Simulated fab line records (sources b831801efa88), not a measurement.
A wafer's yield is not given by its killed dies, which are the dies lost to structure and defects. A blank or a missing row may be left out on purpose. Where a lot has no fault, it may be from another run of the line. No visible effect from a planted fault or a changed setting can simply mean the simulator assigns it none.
Split-lot study | flow sky130 | 23 wafers read from 5 lots, route of 708 steps

THE SPLIT
At SKY_VIA3_HDPCVD_00 (deposits SiO2, target thk 1635 nm, time 272.5 s), the setting sih4-flow-sccm was moved away from the recipe's 60 sccm on 7 of the 23 wafers read, by -12.9% to -7.2%. All remaining wafers had this setting at the recipe value.

Split to reading: the file shows no intervening step.

THE READING
VIA3_HDPCVD_THK in nanometres, read at SKY_VIA3_THK_MEAS_01. Typical for fault-free wafers on this fab line: 1636 nm, with standard deviation 17 nm.

wafer  | tool, chamber at the split | sih4-flow-sccm as run, sccm | against the recipe | VIA3_HDPCVD_THK, nm | against lot-mates on the recipe
L074.1 | hdpcvd-01, 2               | 60                          | recipe             | 1621                | -
L074.2 | hdpcvd-01, 1               | 55.68                       | -7.2%              | 1503                | -122
L074.3 | hdpcvd-01, 0               | 55.68                       | -7.2%              | 1538                | -87
L074.4 | hdpcvd-01, 1               | 60                          | recipe             | 1629                | -
L074.5 | hdpcvd-01, 2               | 55.68                       | -7.2%              | 1505                | -120
L076.1 | hdpcvd-01, 0               | 60                          | recipe             | 1636                | -
L076.2 | hdpcvd-01, 2               | 60                          | recipe             | 1610                | -
L076.3 | hdpcvd-01, 1               | 60                          | recipe             | 1608                | -
L076.5 | hdpcvd-01, 0               | 60                          | recipe             | 1627                | -
L076.6 | hdpcvd-01, 1               | 60                          | recipe             | 1599                | -
L081.1 | hdpcvd-01, 1               | 52.29                       | -12.9%             | 1429                | -232
L081.2 | hdpcvd-01, 0               | 60                          | recipe             | 1677                | -
L081.3 | hdpcvd-01, 2               | 60                          | recipe             | 1649                | -
L081.5 | hdpcvd-01, 2               | 52.29                       | -12.9%             | 1425                | -236
L081.6 | hdpcvd-01, 1               | 60                          | recipe             | 1658                | -
L083.2 | hdpcvd-01, 0               | 52.98                       | -11.7%             | 1468                | -177
L083.3 | hdpcvd-01, 2               | 52.98                       | -11.7%             | 1446                | -199
L083.4 | hdpcvd-01, 2               | 60                          | recipe             | 1626                | -
L083.5 | hdpcvd-01, 1               | 60                          | recipe             | 1645                | -
L083.6 | hdpcvd-01, 0               | 60                          | recipe             | 1665                | -
L084.1 | hdpcvd-01, 1               | 60                          | recipe             | 1643                | -
L084.2 | hdpcvd-01, 2               | 60                          | recipe             | 1626                | -
L084.5 | hdpcvd-01, 2               | 60                          | recipe             | 1651                | -

THE FIT
A straight line over all 23 wafers: VIA3_HDPCVD_THK changes by +16 nm for each +1% of sih4-flow-sccm; r = +0.97; the points scatter about the line by 20 nm.
The same after taking each lot's own level away (the mean of its wafers on the recipe; 23 wafers): +16.9 nm for each +1%; r = +0.99; scatter 15 nm.
The reading moves by 2.2e+02 nm for the largest change in sih4-flow-sccm, on that fit.
Across the lots, their own levels run from 1616.0 to 1661.3 nm, a range of 2.7 times the standard deviation given above.
The two slopes are in agreement: the lot-to-lot level therefore moves the slope only a little.
Check: for one of the wafers moved furthest among these (-12.9%), held out of the fit, the line's prediction against its lot-mates is -212 nm. It came out at -232 nm against them.

ADDITIONAL SPLITS CARRIED BY THESE WAFERS
Other splits were also applied to these wafers ahead of the reading. Each is held against what the fit with the lots' levels taken away leaves over:
other split on the same wafers | wafers away from the commonest value | r with VIA3_HDPCVD_THK (lot level and that fit taken away)
SKY_VIA2_DEVELOP_11 dev-temp-c | 5                                    | -0.33
SKY_VIA2_CVD_21 temp-c         | 10                                   | +0.03
SKY_CAPM_SPUTTER_02 power-w    | 8                                    | -0.04

THE WHOLE CHAIN: every reading that the file lists as answering this split, in the file's order
step                 | what it does                                    | reading                                                                        | change (the file's fit)            | r (the file's)
SKY_VIA3_HDPCVD_00   | deposits SiO2, target thk 1635 nm, time 272.5 s | SiO2_of_VIA3_HDPCVD_00.thk-nm (the simulator's own value, which no gauge read) | +17 nm for each +1% of the setting | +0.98
SKY_VIA3_THK_MEAS_01 |                                                 | VIA3_HDPCVD_THK                                                                | +16.9 for each +1% of the setting  | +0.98

THE FILE'S OWN FIT
VIA3_HDPCVD_THK changes by +16.9 nm for each +1% of sih4-flow-sccm, r = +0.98.
